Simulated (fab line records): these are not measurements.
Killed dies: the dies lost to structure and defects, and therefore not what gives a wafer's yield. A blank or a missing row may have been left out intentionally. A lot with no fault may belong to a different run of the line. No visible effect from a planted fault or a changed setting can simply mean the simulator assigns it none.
Matching of chambers | flow gf180mcu | pecvd-01 running GF_MIM_CVD_05: 3 sister chambers
The step deposits Si3N4, target thk 42 nm, time 29.086 s. 3 wafers are shown with their chamber, then 7 later ones without.

## EACH WAFER AND ITS CHAMBER
wafer  | chamber | heaterPowerW (W)
L092.4 | 2       | 706
L093.3 | 0       | 623
L093.5 | 1       | 564

## WAFERS WHOSE CHAMBER IS MISSING
wafer  | heaterPowerW (W)
L093.6 | 666
L095.1 | 706
L095.2 | 612
L095.3 | 646
L096.2 | 665
L096.3 | 616
L096.4 | 674

## WHICH CHAMBER EACH WENT THROUGH
wafer  | from the rows above     | in truth
L093.6 | can't be placed: 2 or 0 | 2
L095.1 | 2                       | 2
L095.2 | can't be placed: 0 or 1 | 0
L095.3 | can't be placed: 0 or 2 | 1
L096.2 | can't be placed: 2 or 0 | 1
L096.3 | can't be placed: 0 or 1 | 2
L096.4 | can't be placed: 2 or 0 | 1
Correctly placed: 1 of 7. Can't be placed from these rows: 6 (the true chamber is among the candidates in 2). Placed wrongly: 0.
How it was worked out, from the rows above alone: a wafer's distance from a chamber is the root of the sum, over the readings, of the square of ((its reading less the chamber's mean) divided by the reading's scatter). The wafer belongs to the nearest chamber; if the next one is less than 2 further off, it can't be placed. Each chamber's mean is taken over the wafers shown for it. The scatter: with one shown wafer a chamber, the root of the mean of the squares of how far each hidden wafer lies from its nearest shown one.
